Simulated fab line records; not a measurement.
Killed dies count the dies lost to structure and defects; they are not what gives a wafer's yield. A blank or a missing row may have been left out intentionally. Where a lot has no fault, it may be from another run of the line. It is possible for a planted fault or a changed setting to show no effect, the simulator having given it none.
Which tool is to blame?    flow sfqLine    Sampling: 6 lots, 18 wafers, 2 of 325 route steps

WHAT THE GAUGES READ, wafer by wafer
SFQ_M1_RS_MEAS_909: measurement is done with a four-point probe.
lot   measured      on            M1_NB_RS (ohm/sq)
L271  day 15 19:27  filmMetro-03  0.886 0.881 0.877
L273  day 16 05:13  filmMetro-04  0.878 0.878 0.874
L277  day 18 19:36  filmMetro-03  0.896 0.899 0.888
L279  day 19 20:35  filmMetro-03  0.879 0.876 0.882
L282  day 20 17:31  filmMetro-01  0.895 0.901 0.901
L285  day 22 11:34  filmMetro-03  0.884 0.557 0.876

TOOL THAT RAN EACH LOT (tool first, then ch and the chambers of the sampled wafers, then the start)
lot   SFQ_TRILAYER_M1_DEP_SPUTTER_037
L271  pvdSputter-04, day 15 19:20
L273  pvdSputter-03, day 16 05:04
L277  pvdSputter-04, day 18 19:30
L279  pvdSputter-03, day 19 20:29
L282  pvdSputter-03, day 20 17:25
L285  pvdSputter-03, day 22 11:26
- SFQ_TRILAYER_M1_DEP_SPUTTER_037: material Nb, target thk 200 nm, time 133.3 s.

THE ANSWER, worked out from the rows above alone
Rule: what is usual is taken from the lots themselves. Put in order of their means at a reading, lots are off if they are a third of the lots or fewer, leave a main group of 4 or more, and stand apart from it by a gap of 3 or more times the standard deviation of the main group's means; of several such gaps the widest counts. Not used: any main group whose means are identical at the precision the tables above print for the reading. Also off: a lot with no number at a reading for which 4 or more lots have one. All remaining lots with rows at the step are treated as sound.
Off: L285, at SFQ_M1_RS_MEAS_909 (M1_NB_RS). Main group: mean 0.886 ohm/sq, sd 0.0089.
A tool fits if, at a process step before that reading, it ran every lot that is off, and no sound lot after the first of them. Gauges at SFQ_M1_RS_MEAS_909: tried the same way as those tools. This does not decide it: 2 tools fit, namely pvdSputter-03 at SFQ_TRILAYER_M1_DEP_SPUTTER_037 and filmMetro-03 at SFQ_M1_RS_MEAS_909.

WHAT HAD BEEN PUT IN BY THE SIMULATOR
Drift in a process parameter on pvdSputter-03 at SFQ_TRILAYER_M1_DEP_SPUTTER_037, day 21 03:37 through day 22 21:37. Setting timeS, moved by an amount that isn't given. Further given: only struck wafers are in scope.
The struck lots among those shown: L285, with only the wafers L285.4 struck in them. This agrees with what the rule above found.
